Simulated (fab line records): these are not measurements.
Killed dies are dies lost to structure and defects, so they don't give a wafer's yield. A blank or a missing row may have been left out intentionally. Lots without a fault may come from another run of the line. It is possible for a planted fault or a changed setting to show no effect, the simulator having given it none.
Which tool did it? -- flow sky130 -- at 1 step of a route of 708, 24 lots with 72 wafers sampled

WHAT EACH GAUGE READ, for each wafer
SKY_PWDE_TW_MEAS_10. Usual: PWDE_TW 376.8, standard deviation 2.1.
lot,measured,on,PWDE_TW,flag
L074,day 3 22:43,film-metro-01,381.3 378.9 377.7,
L075,day 4 00:49,film-metro-03,374.9 376.1 375.0,
L076,day 4 06:59,film-metro-03,374.4 376.1 375.5,
L077,day 4 12:04,film-metro-03,377.7 376.0 376.3,
L078,day 4 20:22,film-metro-02,376.7 375.8 375.2,
L079,day 4 21:49,film-metro-01,376.9 378.5 379.7,
L080,day 5 06:04,film-metro-01,378.4 375.9 377.7,
L081,day 5 13:16,film-metro-01,378.8 378.8 377.5,
L082,day 5 20:22,film-metro-03,374.6 374.7 373.5,
L083,day 6 00:23,film-metro-01,377.1 380.2 379.1,
L084,day 6 03:28,film-metro-03,373.7 371.5 373.0,
L085,day 6 08:52,film-metro-02,376.7 378.1 377.7,
L086,day 6 16:43,film-metro-03,374.3 373.9 374.2,
L087,day 6 21:52,film-metro-03,374.1 375.1 375.1,
L088,day 7 05:46,film-metro-03,374.3 374.4 374.3,
L089,day 7 10:01,film-metro-02,375.6 377.9 377.7,
L090,day 7 15:11,film-metro-01,377.7 378.5 377.5,
L091,day 7 18:53,film-metro-02,377.8 378.7 377.8,
L092,day 8 01:29,film-metro-03,374.1 376.9 374.2,
L093,day 8 12:42,film-metro-02,379.8 377.9 379.4,
L094,day 8 14:22,film-metro-02,377.8 377.7 378.0,
L095,day 8 17:46,film-metro-02,378.1 380.0 377.9,
L096,day 8 18:25,film-metro-02,377.7 378.7 378.2,
L097,day 9 04:17,film-metro-02,377.5 375.5 378.1,

WHAT TOOL EACH LOT RAN ON (gives the tool, then ch and the chambers of the sampled wafers, and finally the start)
There is no process step in the record ahead of these readings.

WHAT THE TOOLS THEMSELVES READ (means of the sampled wafers that have a number; where no wafer has one, the mark that the record gives instead)
The record holds no such reading with a usual standard deviation.

THE ANSWER, worked out from the rows above alone
Rule: take the mean of a lot's wafers that have a number; if it is more than 3 standard deviations from the usual mean, the lot is off. Also off: a lot with no number at a reading for which 4 or more lots have one. Any other lot the step has rows for is counted as sound. Order of review: gauges by route order, followed by the tools' own readings, for which a lot's mean as printed above is used. The first step at which some lot is off is used, and at that step the reading that is off furthest; a lot without a number counts as furthest.
Nothing can be told from this: no lot is off at any reading shown.

WHAT THE SIMULATOR HAD PUT IN
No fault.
